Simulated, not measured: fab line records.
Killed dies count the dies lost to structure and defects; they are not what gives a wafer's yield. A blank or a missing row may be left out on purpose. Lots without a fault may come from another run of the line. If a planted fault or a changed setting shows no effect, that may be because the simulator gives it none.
Matching of chambers || flow sfq line || 4 sister chambers for SFQ_TRILAYER_I6_CMP_CMP_166 on cmp-01
The step polishes SiO2. 14 wafers are shown with their chamber, then 6 later ones without.

== WAFERS PAIRED WITH THEIR CHAMBERS ==
{"wafer": "L695.4", "chamber": 0, "motor current A (A)": 10.0, "time to endpoint s (s)": 205, "slurry filter dp kPa (kPa)": 13.55}
{"wafer": "L695.5", "chamber": 3, "motor current A (A)": 9.8, "time to endpoint s (s)": 202, "slurry filter dp kPa (kPa)": 13.50}
{"wafer": "L695.6", "chamber": 2, "motor current A (A)": 11.7, "time to endpoint s (s)": 220, "slurry filter dp kPa (kPa)": 13.60}
{"wafer": "L696.1", "chamber": 0, "motor current A (A)": 10.1, "time to endpoint s (s)": 214, "slurry filter dp kPa (kPa)": 13.26}
{"wafer": "L696.2", "chamber": 3, "motor current A (A)": 9.7, "time to endpoint s (s)": 209, "slurry filter dp kPa (kPa)": 13.43}
{"wafer": "L696.5", "chamber": 3, "motor current A (A)": 9.6, "time to endpoint s (s)": 217, "slurry filter dp kPa (kPa)": 13.56}
{"wafer": "L698.1", "chamber": 0, "motor current A (A)": 9.9, "time to endpoint s (s)": 204, "slurry filter dp kPa (kPa)": 13.64}
{"wafer": "L698.2", "chamber": 3, "motor current A (A)": 9.8, "time to endpoint s (s)": 197, "slurry filter dp kPa (kPa)": 13.65}
{"wafer": "L698.5", "chamber": 1, "motor current A (A)": 10.0, "time to endpoint s (s)": 205, "slurry filter dp kPa (kPa)": 13.75}
{"wafer": "L699.4", "chamber": 2, "motor current A (A)": 11.3, "time to endpoint s (s)": 226, "slurry filter dp kPa (kPa)": 13.74}
{"wafer": "L699.1", "chamber": 0, "motor current A (A)": 10.4, "time to endpoint s (s)": 197, "slurry filter dp kPa (kPa)": 13.42}
{"wafer": "L699.5", "chamber": 1, "motor current A (A)": 9.8, "time to endpoint s (s)": 195, "slurry filter dp kPa (kPa)": 13.55}
{"wafer": "L700.2", "chamber": 1, "motor current A (A)": 10.0, "time to endpoint s (s)": 203, "slurry filter dp kPa (kPa)": 13.54}
{"wafer": "L700.4", "chamber": 2, "motor current A (A)": 11.5, "time to endpoint s (s)": 218, "slurry filter dp kPa (kPa)": 13.55}

SIGNATURES, as means of the wafers listed above
{"reading": "motor current A", "chamber 0": 10.100, "chamber 1": 9.933, "chamber 2": 11.500, "chamber 3": 9.725, "scatter within a chamber": 0.166}
{"reading": "time to endpoint s", "chamber 0": 205.00, "chamber 1": 201.00, "chamber 2": 221.33, "chamber 3": 206.25, "scatter within a chamber": 6.81}
{"reading": "slurry filter dp kPa", "chamber 0": 13.4675, "chamber 1": 13.6133, "chamber 2": 13.6300, "chamber 3": 13.5350, "scatter within a chamber": 0.125}
Rule: distance of a wafer from a chamber = root of the sum over the readings of ((wafer's reading minus chamber's mean) / reading's scatter) squared. If the next closest chamber is less than 2 further off than the closest, the wafer can't be placed; otherwise it belongs to the closest. The scatter is the square root of a quotient: the sum, over the shown wafers, of each reading's squared deviation from its chamber's mean, divided by wafers minus chambers.

== WAFERS WITHOUT THEIR CHAMBER ==
{"wafer": "L700.5", "motor current A (A)": 9.7, "time to endpoint s (s)": 213, "slurry filter dp kPa (kPa)": 13.85}
{"wafer": "L703.4", "motor current A (A)": 9.2, "time to endpoint s (s)": 212, "slurry filter dp kPa (kPa)": 13.74}
{"wafer": "L703.5", "motor current A (A)": 10.1, "time to endpoint s (s)": 190, "slurry filter dp kPa (kPa)": 13.49}
{"wafer": "L704.4", "motor current A (A)": 11.9, "time to endpoint s (s)": 217, "slurry filter dp kPa (kPa)": 13.53}
{"wafer": "L704.5", "motor current A (A)": 10.5, "time to endpoint s (s)": 203, "slurry filter dp kPa (kPa)": 13.52}
{"wafer": "L704.6", "motor current A (A)": 10.1, "time to endpoint s (s)": 205, "slurry filter dp kPa (kPa)": 13.40}

== EACH ONE'S CHAMBER ==
{"wafer": "L700.5", "from the rows above": "can't be placed: 3 or 1 or 0", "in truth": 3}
{"wafer": "L703.4", "from the rows above": "can't be placed: 3 or 1", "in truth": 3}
{"wafer": "L703.5", "from the rows above": "can't be placed: 1 or 0 or 3", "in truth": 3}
{"wafer": "L704.4", "from the rows above": 2, "in truth": 2}
{"wafer": "L704.5", "from the rows above": "can't be placed: 0 or 1", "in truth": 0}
{"wafer": "L704.6", "from the rows above": "can't be placed: 0 or 1 or 3", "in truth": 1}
Correctly placed: 1 of 6. Not placeable from these rows: 5 (in 5, the candidates include the true chamber). 0 placed wrongly.
